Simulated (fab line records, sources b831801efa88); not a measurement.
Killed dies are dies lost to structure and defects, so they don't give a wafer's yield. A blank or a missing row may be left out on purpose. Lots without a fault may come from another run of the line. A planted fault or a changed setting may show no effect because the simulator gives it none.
fab line records | flow sky130
record lots=6 wafers=18 last_day=50
route steps=708 shown VIA2@509 PAD_OPEN@708
lots that met no fault: from a run of the same line without faults
start_h: hours from the record's first day to the start of the lot's first wafer shown | wait_h: hours since the lot's step before | " the same as in the row above | L1.1+2: a row that stands for several wafers | - no value, or no start given | * or withheld: withheld | < > ~ a bound
route shown NAME@n: a module of which the file shows steps, and the number in the route of the first | usual: mean/standard deviation of fault-free wafers | same: alike in all rows | chamber/n: place in a boat | sites: the reading at each site | _std_site: their standard deviation | _edge_site: outer sites' mean less inner sites' | radius_mm: how far each site lies from the wafer's centre | mask NAME#n: copy n | behind: the tool/chamber that last shaped the wafer | hold: why the lot was held/for how many hours/how that ended | device: the transistor (n, p or np) that didn't switch | end of line: the same wafers' tests at the end of the route | a step without rows: its recipe alone | killed: dies lost to structure and defects at the first sort, not the wafer's yield | map: a wafer's dies, x killed, . not, _ none there
set.NAME: the setting as run; set.NAME@STEP: as run at that earlier step | model.NAME: the simulator's own value behind a step, which no gauge read
lots at some steps of the route; a table a step, a row a wafer
services: from which hour (start_h, from the record's first day; less than 0 if before it) a tool's chamber was out of use, for how many hours, and why
## steps
# step SKY_VIA2_CMP_02
# recipe material=SiO2 down_force_psi=4 platen_rpm=60 pad_velocity_m_s=0.94248
# usual motor_current_A=12.4/1.6
# columns lot.wafer tool chamber start_h wait_h motor_current_A
L892.2 cmp-01 2 858.07 0.0 11.9
L892.1 " 0 " " 12.4
L892.6 " 2 " " 12.1
L899.2 cmp-01 3 875.34 0.0 12.2
L899.1 " 2 " " 12.1
L899.5 " 0 " " 12.3
L902.3 cmp-02 0 898.61 0.0 10.7
L902.1 " 2 " " 14.4
L902.5 " 1 " " 12.0
L901.2 cmp-01 2 899.31 0.1 12.2
L901.1 " 3 " " 12.5
L901.5 " 1 " " 14.8
L910.2 cmp-02 2 962.46 0.1 14.4
L910.6 " 1 " " 12.7
L910.5 " 2 " " 15.1
L911.2 cmp-01 0 969.54 0.0 13.1
L911.4 " 3 " " 12.7
L911.5 " 0 " " 12.8
# step SKY_VIA2_BOW_MEAS_03
# recipe mode=bow
# usual VIA2_BOW=86/7.3
# columns lot.wafer tool chamber start_h wait_h VIA2_BOW[um]
L892.1 film_metro-02 - 858.37 0.1 92
L892.2 " - " " 87
L892.6 " - " " 88
L899.1 film_metro-01 - 875.64 0.1 93
L899.2 " - " " 99
L899.5 " - " " 95
L902.1 film_metro-03 - 898.91 0.1 100
L902.3 " - " " 93
L902.5 " - " " 99
L901.1 film_metro-02 - 899.56 0.1 83
L901.2 " - " " 88
L901.5 " - " " 81
L910.2 film_metro-02 - 962.73 0.2 70
L910.5 " - " " 86
L910.6 " - " " 92
L911.2 film_metro-03 - 969.86 0.3 87
L911.4 " - " " 84
L911.5 " - " " 97
# step SKY_VIA2_DEHYDRATE_04
# recipe temp_c=200 time_s=60
# step SKY_VIA2_HMDS_05
# recipe prime_time_s=60 prime_temp_c=120
# step SKY_VIA2_COAT_06
# recipe resist=BARC temp_c=withheld time_s=withheld spin_rpm=3000 resist_thk_nm=60
# step SKY_VIA2_COAT_07
# recipe resist=KrF-thick spin_rpm=3000 resist_thk_nm=450
# step SKY_VIA2_SOFTBAKE_08
# recipe temp_c=100 time_s=90 resist=KrF-thick
# step SKY_VIA2_EXPOSE_09
# recipe mask_id=VIM2 na=0.8 source_shape=annular sigma_inner=0.55 sigma_outer=0.85 target_cd_nm=200 dose_mj=38
# step SKY_VIA2_PEB_10
# recipe peb_temp_c=withheld peb_time_s=withheld resist=KrF-thick
# step SKY_VIA2_DEVELOP_11
# recipe develop_time_s=60 resist=KrF-thick dev_temp_c=21
# step SKY_VIA2_CD_MEAS_12
# recipe target_cd_nm=200
# usual cd_nm=199.9/1.2
# columns lot.wafer tool chamber start_h wait_h cd_nm
L892.1 cd_sem-01 - 884.10 - 198.6
L892.2 " - " " 199.7
L892.6 " - " " 198.4
L899.1 cd_sem-02 - 901.35 - 197.6
L899.2 " - " " 200.0
L899.5 " - " " 199.3
L902.1 cd_sem-02 - 923.86 - 201.8
L902.3 " - " " 201.2
L902.5 " - " " 201.0
L901.1 cd_sem-02 - 924.72 - 200.4
L901.2 " - " " 199.5
L901.5 " - " " 198.7
L910.2 cd_sem-01 - 985.74 - 198.6
L910.5 " - " " 197.5
L910.6 " - " " 198.3
L911.2 cd_sem-02 - 993.14 - 200.1
L911.4 " - " " 200.5
L911.5 " - " " 199.7
# step SKY_VIA2_OVL_MEAS_13
# usual VIA2_OVL=-2/5.3
# columns lot.wafer tool chamber start_h wait_h VIA2_OVL[nm]
L892.1 overlay-02 - 884.22 0.1 -4
L892.2 " - " " -5
L892.6 " - " " -9
L899.1 overlay-02 - 901.47 0.1 -1
L899.2 " - " " 2
L899.5 " - " " 2
L902.1 overlay-01 - 923.98 0.1 2
L902.3 " - " " -1
L902.5 " - " " -8
L901.1 overlay-02 - 924.84 0.1 3
L901.2 " - " " -6
L901.5 " - " " -1
L910.2 overlay-02 - 985.84 0.1 0
L910.5 " - " " -2
L910.6 " - " " -4
L911.2 overlay-01 - 993.24 0.1 -4
L911.4 " - " " -3
L911.5 " - " " -1
# step SKY_VIA2_ETCH_14
# recipe chemistry=N2/H2 target=BARC ion_energy_ev=200 source_w=500 bias_w=100 pressure_mtorr=30 n2_flow_sccm=100 h2_flow_sccm=200 stop_on=SiO2 time_s=45.9 target_depth_a=600
# usual bias_w=100.03/0.3 drypump_motor_current_A=5.4/0.4 oes_product_au=0.855/0.0046 throttle_valve_pct=13.225/0.0086
# columns lot.wafer tool chamber start_h wait_h bias_w drypump_motor_current_A oes_product_au rf_hours_counter_h throttle_valve_pct
L892.1 rie_diel-03 0 884.26 0.0 100.01 5.5 0.848 1 13.214
L892.2 " 3 " " 100.42 5.8 0.857 7 13.228
L892.6 " 1 " " 100.36 4.7 0.855 - 13.225
L899.1 rie_diel-04 0 901.51 0.0 100.11 5.7 0.856 6 13.214
L899.2 " 1 " " 100.46 5.1 0.851 20 13.230
L899.5 " 1 " " 99.90 5.2 0.858 - 13.231
L902.1 rie_diel-04 1 924.01 0.0 99.95 5.1 0.850 20 13.232
L902.3 " 2 " " 100.22 5.8 0.851 18 13.237
L902.5 " 2 " " 99.90 5.8 0.858 - 13.223
L901.1 rie_diel-01 1 924.87 0.0 99.55 5.3 0.860 6 13.223
L901.2 " 0 " " 100.02 5.7 0.846 14 13.226
L901.5 " 0 " " 99.82 5.7 0.854 - 13.225
L910.2 rie_diel-03 2 985.87 0.0 97.02 5.3 0.851 20 13.217
L910.5 " 1 " " 97.06 4.6 0.855 - 13.212
L910.6 " 0 " " 97.69 5.5 0.858 - 13.228
L911.2 rie_diel-03 3 993.27 0.0 97.67 5.9 0.856 10 13.229
L911.4 " 2 " " 98.09 5.3 0.863 20 13.222
L911.5 " 3 " " 97.40 5.9 0.847 - 13.223
# step SKY_VIA2_ETCH_15
# recipe target=SiO2 chemistry=C4F8/O2/Ar target_depth_nm=546 stop_on=TiN mask_material=KrF-thick source_w=1500 bias_w=1200 pressure_mtorr=40 c4f8_flow_sccm=withheld O2_flow_sccm=6 Ar_flow_sccm=300 time_s=84
# usual bias_w=1200/3.9 oes_product_au=0.939/0.0051
# columns lot.wafer tool chamber start_h wait_h bias_w oes_product_au rf_hours_counter_h
L892.1 rie_diel-03 0 884.30 0.0 1196 0.938 1
L892.2 " 3 " " 1199 0.937 7
L892.6 " 1 " " 1200 0.941 -
L899.1 rie_diel-04 0 901.55 0.0 1197 0.938 6
L899.2 " 1 " " 1203 0.950 20
L899.5 " 1 " " 1203 0.946 -
L902.1 rie_diel-04 1 924.06 0.0 1208 0.944 21
L902.3 " 2 " " 1207 0.936 18
L902.5 " 2 " " 1203 0.940 -
L901.1 rie_diel-01 1 924.92 0.0 1199 0.942 6
L901.2 " 0 " " 1200 0.939 14
L901.5 " 0 " " 1199 0.945 -
L910.2 rie_diel-03 2 985.92 0.0 1193 0.942 20
L910.5 " 1 " " 1204 0.943 -
L910.6 " 0 " " 1204 0.943 -
L911.2 rie_diel-03 3 993.32 0.0 1197 0.946 10
L911.4 " 2 " " 1194 0.938 20
L911.5 " 3 " " 1193 0.937 -
# step SKY_PAD_OPEN_PROBE_99
# usual defect_limited_yield=82.4/1.9 killed_at_M0_to_M3=45/7.5 killed_at_M4_up=2.8/1.9 killed_at_contacts=25/5.5 killed_at_front_end=14/4 killed_at_other=0.3/0.75 killed_dies=87/9.4 killed_open=47/6.6 killed_short=39/6.6 sort_bin_3_pad_short=0.9/0.39 sort_bin_5_function=10.4/1.5 sort_bin_6_memory=6.3/1.2 sort_n_pass=405/9.4 sort_yield_pct=82.4/1.9
# same gross_dies=492 killed_at_back_side=0 sort_bin_4_leakage[%]=0 sort_bin_8_speed[%]=0
# columns lot.wafer tool chamber start_h wait_h defect_limited_yield[%] killed_at_M0_to_M3 killed_at_M4_up killed_at_contacts killed_at_front_end killed_at_other killed_dies killed_open killed_short sort_bin_3_pad_short[%] sort_bin_5_function[%] sort_bin_6_memory[%] sort_n_pass sort_yield_pct[%]
L892.1 prober-02 - 1106.70 0.1 83.3 43 2 26 11 0 82 48 34 0.4 10.0 6.3 410 83.3
L892.2 prober-02 - 1106.75 0.1 84.8 41 3 26 5 0 75 37 38 0.6 9.6 5.1 417 84.8
L892.6 prober-02 - 1106.95 0.2 82.5 48 0 23 15 0 86 52 34 0.6 9.3 7.5 406 82.5
L902.1 prober-01 - 1138.62 0.1 82.1 44 2 24 18 0 88 46 42 0.6 10.6 6.7 404 82.1
L902.3 prober-01 - 1138.72 0.2 82.1 49 1 21 17 0 88 50 38 0.4 10.4 7.1 404 82.1
L902.5 prober-01 - 1138.82 0.2 77.2 61 1 26 23 1 112 66 46 1.4 14.2 7.1 380 77.2
L901.1 prober-02 - 1139.63 0.1 84.6 41 4 18 13 0 76 45 31 0.6 8.9 5.9 416 84.6
L901.2 prober-02 - 1139.68 0.1 83.1 38 5 21 19 0 83 48 35 0.4 10.4 6.1 409 83.1
L901.5 prober-02 - 1139.83 0.2 83.3 34 2 24 22 0 82 46 36 1.0 10.2 5.5 410 83.3
L910.2 prober-01 - 1184.93 0.1 82.7 33 2 27 22 1 85 55 30 0.8 8.5 7.9 407 82.7
L910.5 prober-01 - 1185.08 0.2 83.7 41 2 21 16 0 80 49 31 1.4 9.3 5.5 412 83.7
L910.6 prober-01 - 1185.13 0.2 82.9 46 3 20 15 0 84 38 46 1.6 9.3 6.1 408 82.9
# killed by level:class
L892.1 CONTACT:geometric_particle:open=10 VIA1:geometric_particle:open=10 VIA3:geometric_particle:open=8 LI_CONTACT:geometric_particle:open=7 CONTACT:geometric_particle:short=5 VIA2:geometric_particle:open=5 VIA3:geometric_particle:short=5 METAL1:geometric_particle:short=4
L892.2 CONTACT:geometric_particle:open=10 VIA1:geometric_particle:open=6 METAL3:geometric_particle:short=6 LI_CONTACT:geometric_particle:open=5 LOCAL_INTERCONNECT:geometric_particle:short=4 CONTACT:geometric_particle:short=4 METAL1:geometric_particle:short=4 METAL2:geometric_particle:short=4
L892.6 VIA1:geometric_particle:open=19 CONTACT:geometric_particle:open=7 VIA3:geometric_particle:open=6 CONTACT:geometric_particle:short=6 METAL2:geometric_particle:short=6 FIELD_ISO:geometric_particle:open=5 LI_CONTACT:geometric_particle:open=5 METAL3:geometric_particle:short=4
L902.1 LI_CONTACT:geometric_particle:open=9 VIA1:geometric_particle:open=8 VIA3:geometric_particle:open=7 LOCAL_INTERCONNECT:geometric_particle:short=6 METAL1:geometric_particle:short=5 CONTACT:geometric_particle:open=5 FIELD_ISO:geometric_particle:short=4 SPACER:geometric_particle:open=4
L902.3 VIA1:geometric_particle:open=10 METAL1:geometric_particle:short=8 CONTACT:geometric_particle:open=8 VIA3:geometric_particle:open=8 FIELD_ISO:geometric_particle:open=6 CONTACT:geometric_particle:short=6 VIA2:geometric_particle:open=6 METAL2:geometric_particle:short=5
L902.5 VIA1:geometric_particle:open=17 FIELD_ISO:geometric_particle:open=10 CONTACT:geometric_particle:open=9 LI_CONTACT:geometric_particle:open=8 METAL1:geometric_particle:short=7 METAL2:geometric_particle:short=7 VIA3:geometric_particle:open=7 CONTACT:geometric_particle:short=5
L901.1 VIA1:geometric_particle:open=11 CONTACT:geometric_particle:open=7 LI_CONTACT:geometric_particle:open=6 VIA1:geometric_particle:short=6 VIA3:geometric_particle:open=6 FIELD_ISO:geometric_particle:open=4 VIA2:geometric_particle:short=4 FIELD_ISO:geometric_particle:short=3
L901.2 VIA3:geometric_particle:open=12 VIA1:geometric_particle:open=8 CONTACT:geometric_particle:open=7 LI_CONTACT:geometric_particle:open=6 FIELD_ISO:geometric_particle:short=5 CONTACT:geometric_particle:short=5 FIELD_ISO:geometric_particle:open=4 METAL1:geometric_particle:short=4
L901.5 CONTACT:geometric_particle:open=12 VIA1:geometric_particle:open=8 FIELD_ISO:geometric_particle:open=7 POLY_GATE:geometric_particle:short=6 VIA2:geometric_particle:open=6 METAL1:geometric_particle:short=5 POLY_GATE:geometric_particle:open=4 LOCAL_INTERCONNECT:geometric_particle:short=4
L910.2 CONTACT:geometric_particle:open=17 FIELD_ISO:geometric_particle:open=9 VIA3:geometric_particle:open=8 VIA1:geometric_particle:open=8 LOCAL_INTERCONNECT:geometric_particle:short=4 METAL1:geometric_particle:short=4 VIA1:geometric_particle:short=4 POLY_GATE:geometric_particle:open=3
L910.5 CONTACT:geometric_particle:open=8 VIA1:geometric_particle:open=7 VIA2:geometric_particle:open=7 VIA3:geometric_particle:open=7 LI_CONTACT:geometric_particle:open=6 VIA1:geometric_particle:short=6 METAL2:geometric_particle:short=6 POLY_GATE:geometric_particle:open=4
L910.6 VIA1:geometric_particle:open=9 VIA3:geometric_particle:short=8 CONTACT:geometric_particle:open=7 METAL1:geometric_particle:short=7 VIA1:geometric_particle:short=6 VIA3:geometric_particle:open=5 FIELD_ISO:geometric_particle:open=4 POLY_GATE:geometric_particle:short=4
## services
# columns tool chamber start_h hours kind
rie_diel-04 - 848.34 0.3 repair
rie_diel-04 2 851.27 2.9 repair
cmp-01 - 851.39 2.0 repair
cmp-02 - 877.33 2.5 pm
cmp-02 - 880.20 1.4 repair
rie_diel-04 0 887.97 12.9 repair
rie_diel-01 1 888.68 6.7 repair
cmp-01 - 912.03 4.0 pm
rie_diel-01 0 914.73 3.9 repair
cmp-01 - 916.03 - consumable_replace:conditioner
cmp-01 - 916.03 - consumable_replace:pad
rie_diel-03 2 918.33 1.2 repair
cmp-02 - 922.39 1.6 repair
rie_diel-03 0 922.71 17.3 repair
rie_diel-03 1 933.75 6.1 repair
rie_diel-01 2 955.54 13.3 repair
rie_diel-03 - 965.25 2.8 pm
cmp-02 - 972.86 1.5 repair
cmp-01 - 987.77 7.2 pm
## key
first_sign step=SKY_VIA2_ETCH_14 reading=bias_w direction=down sigmas=8.5 usual=100.03 struck=97.49
effect none on later readings
met_at SKY_VIA2_ETCH_14
struck_wafers L910.2,L910.5,L910.6,L911.2,L911.4,L911.5
onset_between 884.26 985.87
fault kind=process_parameter_drift tool=rie_diel-03 chamber=- onset_h=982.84 steps=SKY_VIA2_ETCH_14 channel=bias_w offset=-2.7004 shape=step end_h=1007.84 acts_in=these_recipes_only stated=100
